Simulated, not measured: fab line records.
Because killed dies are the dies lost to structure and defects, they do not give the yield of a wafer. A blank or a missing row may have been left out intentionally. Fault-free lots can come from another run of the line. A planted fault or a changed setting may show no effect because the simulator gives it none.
One fault through the eyes of 2 desks | flow sfq-line | numbers are kept per desk, each desk with only its own; the story behind them comes last

## THE METROLOGY DESK
What the gauges read for every lot (on any tool): the sampled wafers with a number, averaged. If a lot's mean is further than 4 standard deviations from the usual mean, the lot is out of limits and carries the mark OUT (the distance appears in the brackets).
Columns: A = M0_NB_RS at SFQ_M0_RS_MEAS_904, usual 0.884 ohm/sq
lot  | first seen here | A
L580 | day 5 16:40     | 0.898
L581 | day 5 21:29     | 0.870
L583 | day 6 07:31     | 0.888
L584 | day 6 11:08     | 0.879
L586 | day 7 00:23     | 0.893
L589 | day 7 14:49     | 0.858
L590 | day 8 01:51     | 0.888
L591 | day 8 05:11     | 0.884
L592 | day 8 11:18     | 0.878
L597 | day 9 19:29     | 0.894
L598 | day 10 02:29    | 0.801 (-6.9) OUT
L600 | day 10 12:06    | 0.894
L601 | day 10 19:18    | 0.788 (-8.0) OUT
L603 | day 11 01:20    | 0.887
This desk finds L598, L601 out of limits, with the earliest case on L598 at day 10 02:29 (M0_NB_RS at SFQ_M0_RS_MEAS_904). L580, L581, L583, L584, L586, L589, L590, L591, L592, L597, L600, L603: within limits.

## TOOL OWNER'S DESK, pvd-sputter-04
The tool's own readings at SFQ_TRILAYER_M0_DEP_SPUTTER_019 (material Nb, target thk 200 nm, time 133.3 s): means of the sampled wafers that have a number, for each lot that ran on this tool. If a lot's mean is further than 4 standard deviations from the usual mean, the lot is out of limits and carries the mark OUT (the distance appears in the brackets).
Columns: A = base-pressure-pa at SFQ_TRILAYER_M0_DEP_SPUTTER_019, usual 1.33e-06 Pa; B = resputter-cathode-voltage-v at SFQ_TRILAYER_M0_DEP_SPUTTER_019, usual 400 V; C = throttle-valve-pct at SFQ_TRILAYER_M0_DEP_SPUTTER_019, usual 29.7 %
lot  | first seen here | A        | B   | C
L589 | day 7 14:43     | 1.37e-06 | 402 | 30.2
L591 | day 8 05:06     | 1.43e-06 | 398 | 29.6
L592 | day 8 11:11     | 1.18e-06 | 402 | 30.3
L598 | day 10 02:24    | 1.32e-06 | 403 | 29.5
L601 | day 10 19:12    | 1.39e-06 | 396 | 29.5
Result from this desk: across the 5 lots, nothing is out of limits.

## BROUGHT TOGETHER
An alarm was possible from the metrology desk at day 10 02:29, on L598, L601.
The tool owner's desk saw nothing out of limits.
On record at the tool owner's desk: L598, L601, within its limits.
SFQ_TRILAYER_M0_DEP_SPUTTER_019 was run on pvd-sputter-04 by each of the lots named.

## WHAT HAD BEEN PUT IN BY THE SIMULATOR
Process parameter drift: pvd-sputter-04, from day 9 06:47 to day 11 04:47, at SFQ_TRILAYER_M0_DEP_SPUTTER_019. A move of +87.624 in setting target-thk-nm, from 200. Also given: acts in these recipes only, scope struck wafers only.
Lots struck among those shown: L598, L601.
Per desk, hours elapsed from the start of the fault to the first reading out of limits: for the metrology desk, 20.
